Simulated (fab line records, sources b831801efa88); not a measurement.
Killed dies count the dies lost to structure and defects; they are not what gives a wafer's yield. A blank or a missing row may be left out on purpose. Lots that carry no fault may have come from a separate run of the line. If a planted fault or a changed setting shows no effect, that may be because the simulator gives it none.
fab line records -- flow sky130
[record] lots = 7, wafers = 21, last-day = 50
route steps=708 shown LDD_HVP@288 LDD_LDN@289 PAD_OPEN@708
lots that met no fault: from a run of the same line without faults
start-h: hours from the record's opening day to when the first of the lot's shown wafers began -- wait-h: hours elapsed since this lot's preceding step -- " same as the row above -- L1.1+2: a single row standing in for several wafers -- - no value present, or no start provided -- * or withheld: withheld -- < > ~ a bound
route shown NAME@n: names a module that has steps shown in the file, with the first one's number in the route -- usual: mean/standard deviation of fault-free wafers -- same: alike in all rows -- chamber/n: place in a boat -- sites: per-site readings -- _std_site: how widely they spread, as a standard deviation -- _edge_site: mean of outer sites minus mean of inner sites -- radius-mm: for every site, how far away it sits from the centre of the wafer -- mask NAME#n: copy n -- behind: the most recent tool/chamber to have shaped the wafer -- hold: why the lot was held/for how many hours/how that ended -- device: which transistor (n, p or np) failed to switch -- end of line: tests of these same wafers at the route's end -- a step given without rows: its recipe and nothing more -- killed: not the wafer's yield, but the dies lost to structure and defects at the first sort -- map: shows each die of a wafer: x if killed, . if not, _ if none is there
set.NAME: setting as actually run; set.NAME@STEP: the setting as run at that earlier step -- model.NAME: the simulator's own value behind a step, which no gauge read
a table for each step, a row for each wafer; lots at some steps of the route
services: from which hour (start-h, from the record's first day; less than 0 if before it) a tool's chamber was out of use, for how many hours, and why
[[steps]]
[step SKY_LDD_HVP_TW_MEAS_10]
[usual] LDD_HVP_TW = 462/3.1
lot.wafer,tool,chamber,start-h,wait-h,LDD_HVP_TW
L244.1,film-metro-02,-,524.86,0.1,465
L244.5,film-metro-02,-,524.86,0.1,466
L244.6,film-metro-02,-,524.86,0.1,463
L251.1,film-metro-02,-,581.98,0.1,468
L251.2,film-metro-02,-,581.98,0.1,467
L251.3,film-metro-02,-,581.98,0.1,468
L256.1,film-metro-03,-,634.01,0.1,459
L256.5,film-metro-03,-,634.01,0.1,460
L256.6,film-metro-03,-,634.01,0.1,459
L257.2,film-metro-02,-,641.20,0.1,465
L257.3,film-metro-02,-,641.20,0.1,464
L257.5,film-metro-02,-,641.20,0.1,464
L258.1,film-metro-01,-,644.39,0.1,461
L258.4,film-metro-01,-,644.39,0.1,459
L258.6,film-metro-01,-,644.39,0.1,460
L261.2,film-metro-01,-,668.69,0.1,462
L261.3,film-metro-01,-,668.69,0.1,462
L261.4,film-metro-01,-,668.69,0.1,460
L264.1,film-metro-02,-,686.41,0.1,465
L264.2,film-metro-02,-,686.41,0.1,465
L264.4,film-metro-02,-,686.41,0.1,466
[step SKY_LDD_LDN_DEHYDRATE_00]
[recipe] temp-c = 200, time-s = 60
[step SKY_LDD_LDN_HMDS_01]
[recipe] prime-time-s = 60, prime-temp-c = 120
[step SKY_LDD_LDN_COAT_02]
[recipe] resist = NOVOLAK, spin-rpm = 3000, resist-thk-nm = 1140
[step SKY_LDD_LDN_SOFTBAKE_03]
[recipe] temp-c = 90, time-s = 60, resist = NOVOLAK
[step SKY_LDD_LDN_EXPOSE_04]
[recipe] mask-id = LDNTM, na = 0.6, source-shape = conventional, sigma-outer = 0.6, polarization = unpolarized, target-cd-nm = 700, dose-mj = 140
[step SKY_LDD_LDN_PEB_05]
[recipe] temp-c = withheld, time-s = *, resist = NOVOLAK
[step SKY_LDD_LDN_DEVELOP_06]
[recipe] resist = NOVOLAK, developer = TMAH, develop-time-s = 60, dev-temp-c = 23
[step SKY_LDD_LDN_OVL_MEAS_07]
[usual] LDD_LDN_OVL = -1.8/1.2
lot.wafer,tool,chamber,start-h,wait-h,LDD_LDN_OVL[nm]
L244.1,overlay-01,-,554.35,0.1,-1.3
L244.5,overlay-01,-,554.35,0.1,-1.6
L244.6,overlay-01,-,554.35,0.1,-1.3
L251.1,overlay-01,-,610.45,0.1,-0.1
L251.2,overlay-01,-,610.45,0.1,-0.7
L251.3,overlay-01,-,610.45,0.1,-1.1
L256.1,overlay-01,-,662.81,0.1,-2.5
L256.5,overlay-01,-,662.81,0.1,-0.9
L256.6,overlay-01,-,662.81,0.1,-3.2
L257.2,overlay-02,-,669.01,0.1,-1.5
L257.3,overlay-02,-,669.01,0.1,-2.1
L257.5,overlay-02,-,669.01,0.1,-1.9
L258.1,overlay-02,-,672.35,0.1,-2.7
L258.4,overlay-02,-,672.35,0.1,-1.6
L258.6,overlay-02,-,672.35,0.1,-4.0
L261.2,overlay-01,-,696.36,0.1,-1.2
L261.3,overlay-01,-,696.36,0.1,-1.9
L261.4,overlay-01,-,696.36,0.1,-2.0
L264.1,overlay-02,-,714.46,0.1,-0.5
L264.2,overlay-02,-,714.46,0.1,-3.1
L264.4,overlay-02,-,714.46,0.1,-3.6
[step SKY_LDD_LDN_IMPLANT_08]
[recipe] species = As, energy-kev = 15, dose-cm2 = 1.25e+13, tilt-deg = withheld, rotation-deg = 23
[step SKY_LDD_LDN_IMPLANT_09]
[recipe] species = As, energy-kev = 15, dose-cm2 = 1.25e+13, tilt-deg = withheld, rotation-deg = 113
[step SKY_LDD_LDN_IMPLANT_10]
[recipe] species = As, energy-kev = 15, dose-cm2 = 1.25e+13, tilt-deg = withheld, rotation-deg = 203
[step SKY_LDD_LDN_IMPLANT_11]
[recipe] species = As, energy-kev = 15, dose-cm2 = 1.25e+13, tilt-deg = withheld, rotation-deg = 293
[usual] dose-ions-cm2 = 1.2501e+13/1.4e+10, end-station-pressure-torr = 5.07e-06/2.8e-07, faraday-current-uA = 70.5/1.4
lot.wafer,tool,chamber,start-h,wait-h,dose-ions-cm2,end-station-pressure-torr,faraday-current-uA
L244.1,implanter-04,0,554.84,0.1,1.2505e+13,4.76e-06,70.1
L244.5,implanter-04,0,554.84,0.1,1.2514e+13,5.11e-06,72.7
L244.6,implanter-04,0,554.84,0.1,1.2498e+13,5.2e-06,70.2
L251.1,implanter-01,0,610.94,0.1,1.2495e+13,5.42e-06,72.0
L251.2,implanter-01,0,610.94,0.1,1.2518e+13,5.27e-06,72.2
L251.3,implanter-01,0,610.94,0.1,1.2503e+13,5.05e-06,68.4
L256.1,implanter-01,0,663.29,0.1,6.019e+12,4.93e-06,35.6
L256.5,implanter-01,0,663.29,0.1,6.039e+12,5.2e-06,33.4
L256.6,implanter-01,0,663.29,0.1,6.027e+12,4.88e-06,34.5
L257.2,implanter-01,0,669.52,0.1,6e+12,4.8e-06,34.5
L257.3,implanter-01,0,669.52,0.1,5.981e+12,5.1e-06,34.0
L257.5,implanter-01,0,669.52,0.1,5.99e+12,4.82e-06,34.1
L258.1,implanter-01,0,672.84,0.1,6.019e+12,5.24e-06,33.2
L258.4,implanter-01,0,672.84,0.1,6.021e+12,5.68e-06,33.1
L258.6,implanter-01,0,672.84,0.1,6.007e+12,5.67e-06,33.7
L261.2,implanter-04,0,696.87,0.1,1.2516e+13,4.97e-06,70.5
L261.3,implanter-04,0,696.87,0.1,1.2518e+13,4.52e-06,72.2
L261.4,implanter-04,0,696.87,0.1,1.2517e+13,4.68e-06,72.9
L264.1,implanter-03,0,714.94,0.1,1.2483e+13,5.04e-06,69.1
L264.2,implanter-03,0,714.94,0.1,1.2484e+13,4.9e-06,69.3
L264.4,implanter-03,0,714.94,0.1,1.2502e+13,4.77e-06,68.9
[step SKY_LDD_LDN_STRIP_12]
[recipe] chemistry = O2/N2, power-w = 1400, pressure-mtorr = 1500, platen-temp-c = withheld, o2-flow-sccm = 3000, n2-flow-sccm = 300, overash-fraction = 0.5
[usual] drypump-motor-current-A = 5.9/0.61, n2-flow-sccm = 300.0/0.83, oes-product-au = 0.716/0.0046, strip-time-to-endpoint-s = 14.18/0.039
lot.wafer,tool,chamber,start-h,wait-h,drypump-motor-current-A,n2-flow-sccm,oes-product-au,rf-hours-counter-h,strip-time-to-endpoint-s
L244.1,plasma-asher-01,1,554.99,0.1,5.7,299.5,0.716,85,14.12
L244.5,plasma-asher-01,0,554.99,0.1,5.9,300.2,0.712,-,14.14
L244.6,plasma-asher-01,1,554.99,0.1,5.7,300.2,0.717,-,14.14
L251.1,plasma-asher-01,0,611.09,0.1,5.9,298.8,0.716,91,14.18
L251.2,plasma-asher-01,1,611.09,0.1,5.7,300.7,0.718,91,14.18
L251.3,plasma-asher-01,0,611.09,0.1,5.9,299.3,0.721,-,14.19
L256.1,plasma-asher-02,1,663.44,0.1,4.9,300.2,0.716,53,14.16
L256.5,plasma-asher-02,1,663.44,0.1,4.9,298.4,0.720,-,14.18
L256.6,plasma-asher-02,0,663.44,0.1,6.6,300.3,0.715,-,14.17
L257.2,plasma-asher-02,0,669.64,0.1,6.6,301.1,0.718,53,14.16
L257.3,plasma-asher-02,1,669.64,0.1,4.9,301.4,0.710,-,14.13
L257.5,plasma-asher-02,0,669.64,0.1,6.6,299.2,0.716,-,14.12
L258.1,plasma-asher-04,0,672.99,0.1,6.4,300.2,0.713,25,14.16
L258.4,plasma-asher-04,1,672.99,0.1,6.4,300.9,0.706,-,14.14
L258.6,plasma-asher-04,1,672.99,0.1,6.4,299.8,0.719,-,14.12
L261.2,plasma-asher-02,0,696.99,0.1,6.5,298.6,0.715,56,14.11
L261.3,plasma-asher-02,1,696.99,0.1,4.9,299.3,0.712,-,14.14
L261.4,plasma-asher-02,0,696.99,0.1,6.6,301.0,0.712,-,14.09
L264.1,plasma-asher-01,0,715.09,0.1,5.9,299.4,0.724,102,14.17
L264.2,plasma-asher-01,1,715.09,0.1,5.7,300.0,0.722,102,14.20
L264.4,plasma-asher-01,1,715.09,0.1,5.7,301.3,0.718,-,14.21
[step SKY_LDD_LDN_TW_MEAS_13]
[usual] LDD_LDN_TW = 1491/8.2
lot.wafer,tool,chamber,start-h,wait-h,LDD_LDN_TW
L244.1,film-metro-03,-,555.09,0.1,1488
L244.5,film-metro-03,-,555.09,0.1,1487
L244.6,film-metro-03,-,555.09,0.1,1487
L251.1,film-metro-01,-,611.19,0.1,1493
L251.2,film-metro-01,-,611.19,0.1,1498
L251.3,film-metro-01,-,611.19,0.1,1492
L256.1,film-metro-03,-,663.54,0.1,1430
L256.5,film-metro-03,-,663.54,0.1,1424
L256.6,film-metro-03,-,663.54,0.1,1420
L257.2,film-metro-04,-,669.75,0.1,1432
L257.3,film-metro-04,-,669.75,0.1,1430
L257.5,film-metro-04,-,669.75,0.1,1428
L258.1,film-metro-03,-,673.09,0.1,1429
L258.4,film-metro-03,-,673.09,0.1,1426
L258.6,film-metro-03,-,673.09,0.1,1433
L261.2,film-metro-03,-,697.10,0.1,1501
L261.3,film-metro-03,-,697.10,0.1,1500
L261.4,film-metro-03,-,697.10,0.1,1492
L264.1,film-metro-03,-,715.19,0.1,1500
L264.2,film-metro-03,-,715.19,0.1,1496
L264.4,film-metro-03,-,715.19,0.1,1481
[step SKY_LDD_LDN_CLEAN_14]
[recipe] chemistry = SC1/SC2, mix = 1:4:20, temp-c = 70, time-s = 150, dry = n2-spin
[step SKY_PAD_OPEN_PROBE_99]
[usual] killed_at_M0_to_M3 = 43/7.6, killed_at_M4_up = 2.9/1.7, killed-at-contacts = 24/5.5, killed-at-front-end = 15/4.2, killed-at-other = 0.3/0.52, killed-dies = 86/9.4, killed-open = 47/7, killed-short = 39/6.4
[same] gross-dies = 492, killed-at-back-side = 0
lot.wafer,tool,chamber,start-h,wait-h,killed_at_M0_to_M3,killed_at_M4_up,killed-at-contacts,killed-at-front-end,killed-at-other,killed-dies,killed-open,killed-short,model.etest.tip-sonos.rs-ohm-sq
L244.1,prober-02,-,1097.95,0.1,46,4,23,18,0,91,54,37,2636
L244.5,prober-02,-,1098.15,0.2,37,3,26,13,0,79,42,37,2642
L244.6,prober-02,-,1098.20,0.2,45,3,25,11,0,84,42,42,2624
L251.1,prober-02,-,1137.20,0.1,50,6,16,6,1,79,43,36,2703
L251.2,prober-02,-,1137.25,0.1,45,4,24,15,0,88,38,48,2721
L251.3,prober-02,-,1137.30,0.2,42,2,26,14,0,84,41,43,2648
L256.1,prober-01,-,1169.41,0.1,47,1,22,18,0,88,54,34,3032
L256.5,prober-01,-,1169.61,0.2,46,3,17,15,1,82,47,35,3031
L256.6,prober-01,-,1169.66,0.2,42,1,14,14,0,71,34,37,3022
L257.2,prober-02,-,1173.23,0.1,39,1,26,16,0,82,48,34,2767
L257.3,prober-02,-,1173.28,0.2,34,1,21,12,0,68,41,27,2790
L257.5,prober-02,-,1173.38,0.2,34,0,26,17,1,78,39,39,2775
L258.1,prober-01,-,1176.88,0.1,54,1,22,14,0,91,58,33,2939
L258.4,prober-01,-,1177.03,0.2,37,3,19,15,0,74,42,32,2968
L258.6,prober-01,-,1177.13,0.2,44,0,22,11,0,77,42,35,2920
L261.2,prober-02,-,1190.18,0.1,34,4,19,19,0,76,40,36,2686
L261.3,prober-02,-,1190.23,0.2,39,2,26,10,0,77,43,34,2664
L261.4,prober-02,-,1190.28,0.2,49,2,23,20,0,94,46,48,2642
L264.1,prober-01,-,1198.83,0.1,42,3,20,25,0,90,51,38,2689
L264.2,prober-01,-,1198.88,0.1,47,2,21,16,0,86,40,44,2695
L264.4,prober-01,-,1198.98,0.2,47,3,12,15,0,77,40,37,2701
// killed by level:class
L244.1 CONTACT:geometric-particle:open=11 VIA3:geometric-particle:open=10 VIA2:geometric-particle:open=8 POLY_GATE:geometric-particle:open=6 VIA1:geometric-particle:short=6 CONTACT:geometric-particle:short=5 VIA1:geometric-particle:open=5 VIA3:geometric-particle:short=5
L244.5 LI_CONTACT:geometric-particle:open=11 VIA1:geometric-particle:open=8 CONTACT:geometric-particle:open=6 METAL1:geometric-particle:short=6 VIA3:geometric-particle:open=5 LOCAL_INTERCONNECT:geometric-particle:short=4 METAL2:geometric-particle:short=4 VIA1:geometric-particle:short=4
L244.6 CONTACT:geometric-particle:open=12 VIA1:geometric-particle:open=10 METAL2:geometric-particle:short=7 VIA2:geometric-particle:short=7 POLY_GATE:geometric-particle:short=6 LI_CONTACT:geometric-particle:open=6 VIA1:geometric-particle:short=4 METAL2:geometric-particle:open=4
L251.1 VIA1:geometric-particle:open=11 VIA3:geometric-particle:open=8 CONTACT:geometric-particle:open=7 METAL2:geometric-particle:short=7 VIA2:geometric-particle:open=6 METAL4:geometric-particle:short=5 LI_CONTACT:geometric-particle:open=4 METAL1:geometric-particle:short=4
L251.2 VIA1:geometric-particle:open=13 CONTACT:geometric-particle:open=10 POLY_GATE:geometric-particle:short=7 METAL1:geometric-particle:short=6 METAL2:geometric-particle:short=6 FIELD_ISO:geometric-particle:short=5 CONTACT:geometric-particle:short=5 LOCAL_INTERCONNECT:geometric-particle:short=4
L251.3 CONTACT:geometric-particle:open=10 METAL1:geometric-particle:short=8 LI_CONTACT:geometric-particle:open=7 VIA1:geometric-particle:short=7 CONTACT:geometric-particle:short=6 VIA3:geometric-particle:open=5 FIELD_ISO:geometric-particle:open=4 VIA1:geometric-particle:open=4
L256.1 CONTACT:geometric-particle:open=9 VIA1:geometric-particle:open=9 VIA2:geometric-particle:open=8 METAL1:geometric-particle:short=8 VIA3:geometric-particle:open=7 LI_CONTACT:geometric-particle:open=6 FIELD_ISO:geometric-particle:open=5 FIELD_ISO:geometric-particle:short=5
L256.5 VIA1:geometric-particle:open=10 METAL1:geometric-particle:short=9 VIA2:geometric-particle:open=7 CONTACT:geometric-particle:open=6 VIA3:geometric-particle:open=6 METAL2:geometric-particle:short=5 FIELD_ISO:geometric-particle:open=4 LOCAL_INTERCONNECT:geometric-particle:short=4
L256.6 VIA2:geometric-particle:open=10 FIELD_ISO:geometric-particle:short=5 METAL1:geometric-particle:short=5 VIA1:geometric-particle:open=5 VIA2:geometric-particle:short=5 VIA3:geometric-particle:open=5 CONTACT:geometric-particle:open=4 METAL2:geometric-particle:short=4
L257.2 VIA1:geometric-particle:open=11 LI_CONTACT:geometric-particle:open=9 VIA3:geometric-particle:open=8 CONTACT:geometric-particle:open=6 LOCAL_INTERCONNECT:geometric-particle:short=5 METAL1:geometric-particle:short=5 VIA1:geometric-particle:short=5 POLY_GATE:geometric-particle:short=4
L257.3 VIA1:geometric-particle:open=11 CONTACT:geometric-particle:open=8 LI_CONTACT:geometric-particle:open=6 METAL1:geometric-particle:short=5 VIA2:geometric-particle:open=4 POLY_GATE:geometric-particle:open=3 CONTACT:geometric-particle:short=3 VIA1:geometric-particle:short=3
L257.5 VIA1:geometric-particle:open=9 CONTACT:geometric-particle:open=7 LI_CONTACT:geometric-particle:open=6 CONTACT:geometric-particle:short=6 VIA3:geometric-particle:short=6 VIA1:geometric-particle:short=5 VIA3:geometric-particle:open=5 FIELD_ISO:geometric-particle:short=4
L258.1 VIA1:geometric-particle:open=19 CONTACT:geometric-particle:open=8 VIA2:geometric-particle:open=7 LI_CONTACT:geometric-particle:open=5 VIA1:geometric-particle:short=5 VIA3:geometric-particle:open=5 FIELD_ISO:geometric-particle:open=4 METAL1:geometric-particle:short=4
L258.4 CONTACT:geometric-particle:open=12 VIA3:geometric-particle:open=9 VIA1:geometric-particle:open=6 FIELD_ISO:geometric-particle:short=5 POLY_GATE:geometric-particle:open=5 VIA1:geometric-particle:short=5 POLY_GATE:geometric-particle:short=3 LI_CONTACT:geometric-particle:open=3
L258.6 VIA1:geometric-particle:open=9 CONTACT:geometric-particle:open=8 VIA1:geometric-particle:short=6 LI_CONTACT:geometric-particle:open=6 VIA2:geometric-particle:open=6 METAL2:geometric-particle:short=5 CONTACT:geometric-particle:short=4 METAL1:geometric-particle:short=4
L261.2 VIA1:geometric-particle:open=8 POLY_GATE:geometric-particle:short=7 LI_CONTACT:geometric-particle:open=7 VIA2:geometric-particle:open=7 VIA3:geometric-particle:open=6 FIELD_ISO:geometric-particle:open=4 METAL1:geometric-particle:short=4 VIA1:geometric-particle:short=4
L261.3 CONTACT:geometric-particle:open=13 VIA1:geometric-particle:open=10 METAL2:geometric-particle:short=8 METAL1:geometric-particle:short=6 VIA3:geometric-particle:open=5 FIELD_ISO:geometric-particle:short=4 VIA2:geometric-particle:open=4 LI_CONTACT:geometric-particle:open=3
L261.4 VIA3:geometric-particle:open=9 VIA1:geometric-particle:open=8 LOCAL_INTERCONNECT:geometric-particle:short=6 CONTACT:geometric-particle:short=6 VIA3:geometric-particle:short=6 CONTACT:geometric-particle:open=6 VIA1:geometric-particle:short=6 FIELD_ISO:geometric-particle:open=5
L264.1 FIELD_ISO:geometric-particle:open=9 FIELD_ISO:geometric-particle:short=9 VIA1:geometric-particle:open=8 VIA3:geometric-particle:open=8 CONTACT:geometric-particle:open=6 LI_CONTACT:geometric-particle:open=5 LOCAL_INTERCONNECT:geometric-particle:short=5 VIA3:geometric-particle:short=5
L264.2 LI_CONTACT:geometric-particle:open=8 VIA1:geometric-particle:open=8 METAL1:geometric-particle:short=8 VIA3:geometric-particle:open=7 VIA1:geometric-particle:short=6 METAL2:geometric-particle:short=6 FIELD_ISO:geometric-particle:short=5 CONTACT:geometric-particle:open=5
L264.4 METAL2:geometric-particle:short=8 VIA3:geometric-particle:open=7 VIA1:geometric-particle:open=7 VIA2:geometric-particle:open=7 CONTACT:geometric-particle:short=6 METAL1:geometric-particle:short=6 FIELD_ISO:geometric-particle:open=5 POLY_GATE:geometric-particle:short=4
[[services]]
tool,chamber,start-h,hours,kind
implanter-01,-,535.54,4.2,pm
plasma-asher-04,-,586.69,2.5,repair
plasma-asher-02,-,604.89,8.3,repair
implanter-03,-,644.20,1.4,repair
implanter-03,-,682.56,2.8,repair
implanter-03,-,685.34,3.7,pm
implanter-03,-,687.58,1.0,repair
implanter-04,-,696.99,2.2,pm
implanter-04,-,706.32,2.4,repair
[[key]]
[first-sign] step = SKY_LDD_LDN_IMPLANT_11, reading = dose-ions-cm2, direction = down, sigmas = 99+, usual = *, struck = *
[effect] step = SKY_LDD_LDN_IMPLANT_11, reading = faraday-current-uA, direction = down, sigmas = 26, usual = 70.5, struck = 34.0
[effect] step = SKY_LDD_LDN_TW_MEAS_13, reading = LDD_LDN_TW, direction = down, sigmas = 7.6, usual = 1491, struck = 1428
[model-effect] step = SKY_PAD_OPEN_PROBE_99, value = etest.tip-sonos.rs-ohm-sq, without = 2704, struck = 2916
met-at SKY_LDD_LDN_IMPLANT_11
struck-wafers L256.1,L256.5,L256.6,L257.2,L257.3,L257.5,L258.1,L258.4,L258.6
tester-left-out L256,L257,L258
onset-between 610.94 663.29
[fault] kind = process-parameter-drift, tool = implanter-01, chamber = -, onset-h = 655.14, steps = SKY_LDD_LDN_IMPLANT_11, channel = dose-cm2, offset = *, shape = step, end-h = 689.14, acts-in = *, stated = *
// tester-left-out: of these lots the tester's yield and bins aren't shown, on N5 and GAA mostly nor the transistor test; their killed dies are dies lost to structure and defects alone, not to doping, threshold or leakage, so they don't give the yield
